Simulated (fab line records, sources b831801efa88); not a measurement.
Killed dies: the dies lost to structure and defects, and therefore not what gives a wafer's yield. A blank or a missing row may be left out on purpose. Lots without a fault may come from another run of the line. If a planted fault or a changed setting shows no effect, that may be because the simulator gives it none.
Split-lot trial    flow sky130    on a route of 708 steps: 5 lots, 23 wafers read

THE SPLIT
At SKY_VT_ADJUST_HVTP_IMPLANT_09, the setting dose-cm2 was moved away from the recipe's 4.3e+12 on 11 of the 23 wafers read, by -2.8% to +5.5%. All remaining wafers had this setting at the recipe value.

SPLIT TO READING: what lies between them in the file, 1 step
- SKY_VT_ADJUST_HVTP_STRIP_10: strips in O2/N2

THE READING
VT_ADJUST_HVTP_TW, at SKY_VT_ADJUST_HVTP_TW_MEAS_11. Fault-free wafers of this fab line usually give 1353, standard deviation 7.3.

wafer   tool, chamber at the split  dose-cm2 as run  against the recipe  VT_ADJUST_HVTP_TW  against lot-mates on the recipe
L074.2  implanter-04, 0             4.3e+12          recipe              1340               -
L074.3  implanter-04, 0             4.3e+12          recipe              1352               -
L074.4  implanter-04, 0             4.3e+12          recipe              1351               -
L075.1  implanter-01, 0             4.3e+12          recipe              1352               -
L075.2  implanter-01, 0             4.382e+12        +1.9%               1352               +1
L075.3  implanter-01, 0             4.3e+12          recipe              1351               -
L075.5  implanter-01, 0             4.3e+12          recipe              1351               -
L075.6  implanter-01, 0             4.382e+12        +1.9%               1357               +6
L080.1  implanter-04, 0             4.3e+12          recipe              1347               -
L080.2  implanter-04, 0             4.181e+12        -2.8%               1341               -5
L080.3  implanter-04, 0             4.181e+12        -2.8%               1338               -8
L080.4  implanter-04, 0             4.181e+12        -2.8%               1341               -5
L080.5  implanter-04, 0             4.3e+12          recipe              1345               -
L083.1  implanter-01, 0             4.538e+12        +5.5%               1381               +23
L083.2  implanter-01, 0             4.538e+12        +5.5%               1379               +21
L083.3  implanter-01, 0             4.3e+12          recipe              1356               -
L083.5  implanter-01, 0             4.538e+12        +5.5%               1378               +20
L083.6  implanter-01, 0             4.3e+12          recipe              1360               -
L085.1  implanter-02, 0             4.3e+12          recipe              1362               -
L085.2  implanter-02, 0             4.183e+12        -2.7%               1346               -16
L085.3  implanter-02, 0             4.183e+12        -2.7%               1348               -14
L085.4  implanter-02, 0             4.183e+12        -2.7%               1354               -8
L085.6  implanter-02, 0             4.3e+12          recipe              1362               -

FIT RESULTS
A straight line over all 23 wafers: VT_ADJUST_HVTP_TW changes by +4.01 for each +1% of dose-cm2; r = +0.85; the points scatter about the line by 6.4.
The same after taking each lot's own level away (the mean of its wafers on the recipe; 23 wafers): +3.6 for each +1%; r = +0.94; scatter 3.5.
The reading moves by 20 for the largest change in dose-cm2, on that fit.
The lots' own levels span 1346.0 to 1362.0, that is 2.2 times the standard deviation above.
Hence the slope depends on the lot-to-lot level, as the two fits are not the same.
Check: +18.9 against its lot-mates is what the line predicts for one of the wafers moved furthest among these (+5.5%) when that wafer is left out of the fit. Against them it came out at +23.

ADDITIONAL SPLITS CARRIED BY THESE WAFERS
Other splits were also applied to these wafers ahead of the reading. Each is held against what the fit with the lots' levels taken away leaves over:
other split on the same wafers            wafers away from the commonest value  r with VT_ADJUST_HVTP_TW (lot level and that fit taken away)
SKY_DNWELL_COAT_02 resist-thk-nm          8                                     +0.11
SKY_NWELL_IMPLANT_24 energy-kev           8                                     -0.15
SKY_VT_ADJUST_HVTP_COAT_02 resist-thk-nm  5                                     +0.07

THE FILE'S OWN FIT
VT_ADJUST_HVTP_TW changes by +3.53 for each +1% of dose-cm2, r = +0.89.
